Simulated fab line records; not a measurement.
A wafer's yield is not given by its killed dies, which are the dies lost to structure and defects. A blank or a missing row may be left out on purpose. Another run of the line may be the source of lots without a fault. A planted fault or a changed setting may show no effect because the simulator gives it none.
A lot that was struck, set against a sound lot    flow gf180mcu    16 steps out of a route of 602
Sound: these wafers, L476.2, L476.3, L476.5. Struck: wafers L484.1, L484.4, L484.6. The cause comes at the end.
For every step that has rows: the tool of each side, followed by ch and its chambers, followed by its first start. Under that, the readings that differ: sound wafers    struck wafers    difference of the means    sigmas: that difference in standard deviations of wafers without a fault.
alike: same words and numbers on both sides, and readings whose means sit less than 2 such deviations apart. not compared: any withheld reading, any reading some wafer has no value for, any bound like >300 that may hide the same value, and any number with overlapping values for which the record gives no deviation.
A row with sigmas, a row that says differs or no value, or rows on one side alone: a step with any of these is where the two part. When numbers do not overlap yet have no deviation, they are printed without sigmas and do not part them. Lack of a reading on every wafer of one side parts them only where that side has two or more wafers.

GF_TOP_METAL_SPUTTER_04: material TiN, target thk 25 nm, time 20.8 s.
  sound on pvd sputter-02, day 29 14:23; struck on pvd sputter-04, day 32 00:31
  alike: throttle valve pct
GF_TOP_METAL_RS_MEAS_05: a four-point-probe measurement.
  sound on film metro-02, day 29 14:26; struck on film metro-01, day 32 00:32
  alike: TOP_METAL_ALCU_RS
GF_TOP_METAL_THK_MEAS_06: measures by xrf.
  sound on film metro-02, day 29 14:32; struck on film metro-01, day 32 00:40
  alike: TOP_METAL_ALCU_THK
then, 7 steps without rows for these wafers: GF_TOP_METAL_DEHYDRATE_07 (time 60 s); GF_TOP_METAL_HMDS_08 (prime time 60 s); GF_TOP_METAL_COAT_09 (resist thk 1500 nm); GF_TOP_METAL_SOFTBAKE_10 (time 60 s); GF_TOP_METAL_EXPOSE_11 (exposes mask MetalTop, target cd 440 nm); GF_TOP_METAL_PEB_12; GF_TOP_METAL_DEVELOP_13 (develop time 60 s).
GF_TOP_METAL_CD_MEAS_14 targets a cd of 440 nm.
  sound on cd sem-02, day 30 08:53; struck on cd sem-01, day 32 16:37
  alike: cd nm
GF_TOP_METAL_OVL_MEAS_15:
  sound on overlay-01, day 30 08:59; struck on overlay-02, day 32 16:44
reading             sound           struck        difference  sigmas
TOP_METAL_OVL (nm)  -3.5 -2.8 -2.3  0.6 1.1 -1.1  +3.1        +2
GF_TOP_METAL_METAL_ETCH_16: etches the open film in Cl2/BCl3, stops on SiO2, target depth 1077.5 nm, time 179.6 s.
  sound on rie metal-03 ch 0,1, day 30 09:01; struck on rie metal-03 ch 0,1, day 32 16:46
reading                                         sound                 struck                difference  sigmas
oes product au (a.u.)                           0.962 0.975 0.960     0.940 0.935 0.938     -0.028      -4
run length s (s)                                208.1 208.3 208.4     217.4 216.7 217.0     +8.8        +18
throttle valve pct (%)                          28.255 28.222 28.262  28.302 28.284 28.303  +0.050      +5
model.NOVOLAK_of_TOP_METAL_COAT_09.thk nm (nm)  1066 1058 1063        1029 1051 1039        -23         
  alike: drypump motor current A
  not compared: rf hours counter h
GF_TOP_METAL_STRIP_17: strips in O2/N2.
  sound on plasma asher-01 ch 0,1, day 30 09:11; struck on plasma asher-02 ch 0,1, day 32 16:56
reading                       sound              struck             difference  sigmas
strip time to endpoint s (s)  13.42 13.30 13.38  13.02 13.24 13.12  -0.24       -4
  alike: drypump motor current A, heater power w, oes product au
  not compared: rf hours counter h
then, 1 step without rows for these wafers: GF_TOP_METAL_STRIP_18 (strips in post etch residue remover, time 1200 s).
GF_PASSIVATION_PROBE_99:
  rows exist in the record for the sound wafers here (prober-01, day 31 05:47), none for the struck ones

## WHERE THEY PART
First at GF_TOP_METAL_OVL_MEAS_15; last, within this record, at GF_PASSIVATION_PROBE_99.

WHY: what the simulator had put in
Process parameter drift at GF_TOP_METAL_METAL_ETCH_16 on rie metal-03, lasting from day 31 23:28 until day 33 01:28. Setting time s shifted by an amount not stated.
